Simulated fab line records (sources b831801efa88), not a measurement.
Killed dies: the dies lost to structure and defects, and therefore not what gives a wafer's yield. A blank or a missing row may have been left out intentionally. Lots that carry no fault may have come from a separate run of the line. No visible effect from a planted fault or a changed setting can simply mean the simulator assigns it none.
Problem report, 8D (eight disciplines) form, completed by code	flow sky130	the parts of the form that need people (team, actions taken, sign-off) are left out

1. PROBLEM STATEMENT
Mean VIA1_HDPCVD_THK at SKY_VIA1_THK_MEAS_01: 916 nm over 6 wafers in 2 lots; fault-free wafers: 1036 nm, standard deviation 14. Relative to the usual mean, that is a shift of -8.5 standard deviations.
Earliest sighting: wafer L120.2 on filmMetro-03 at day 36 06:46. The record has a number at this step for 33 wafers belonging to 11 lots. The rule behind "out" and "out of limits": a value lying over 4 standard deviations away from the usual mean. Any other wafer with a number is counted as sound.

2. WHAT IT IS, WHAT IT ISN'T
question	is	is not
which readings at this step	VIA1_HDPCVD_THK	-
which lots	L120, L121	L110, L116, L117, L118, L127, L128, L129, L131, L132
which wafers of those lots	all that have a number	-
read on which gauges	filmMetro-01, filmMetro-03	filmMetro-02
when	from day 36 06:46	up to then (12 sound wafers); but 15 sound wafers of L127, L128, L129, L131, L132 came after

3. THE SUSPECTS, EACH WITH WHAT RULES IT OUT
Counting: a tool at any process step up to the reading remains a suspect when it ran all the lots that are out and ran no sound lot after the first of those.
- ruled out: the gauge at SKY_VIA1_THK_MEAS_01. 2 gauges (filmMetro-01, filmMetro-03) read the wafers that are out.
- cvdW-01 at SKY_CONTACT_CVD_24 (deposits W, target thk 340 nm, time 102.12 s): ruled out as a lasting fault. After its first lot that is out, L120 (day 35 02:34), sound lots L129, L132, L131 ran on it.
- hdpcvd-02 at SKY_VIA1_HDPCVD_00 (deposits SiO2, target thk 1030 nm, time 171.7 s): ruled out as a lasting fault. After its first lot that is out, L120 (day 36 06:38), sound lots L129 ran on it.
Left after counting: nothing in the record.

4. THE CAUSE (what the simulator had put in)
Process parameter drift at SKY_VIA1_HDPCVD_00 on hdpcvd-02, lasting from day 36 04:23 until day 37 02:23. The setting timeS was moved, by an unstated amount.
The count ruled it out by mistake, since the rule takes a fault to strike every lot its tool runs from the start of the fault on, and this one did not do so.

5. THE EFFECT CHAIN, in route order
One row per reading whose mean, taken over the struck wafers that have a number, lies over 3 standard deviations from the usual. Readings are gone through only where the record gives a usual standard deviation; hours: the median, over the lots, of the time from a lot's start at the first step in this table giving one to that lot's start at this step; sigmas: the change measured in usual standard deviations.
hours	step	reading	usual	on struck wafers	change	sigmas
0	SKY_VIA1_HDPCVD_00	runLengthS	199.5 s	181.7	-17.8	-34
0	SKY_VIA1_THK_MEAS_01	VIA1_HDPCVD_THK	1036 nm	916	-120	-8.5
Process steps it contains:
- SKY_VIA1_HDPCVD_00: deposits SiO2, target thk 1030 nm, time 171.7 s.
Readings that are blank on the struck wafers while sound wafers have them: susceptorTempC at SKY_VIA1_HDPCVD_00.
At these later measuring or inspecting steps, every struck wafer for which the step has a row has a number for every such reading, and none has moved that far: SKY_VIA1_RS_MEAS_22.

6. HOW IT WOULD HAVE BEEN CAUGHT EARLIER
Counted from the fault's start at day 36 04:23, it took 2 hours until the first out-of-limits reading at a measuring or inspecting step in this record, taken at day 36 06:46.
Tool's own readings at SKY_VIA1_HDPCVD_00, runLengthS: out on all struck wafers the step has rows for; an alarm limit on them would have tripped on the first.
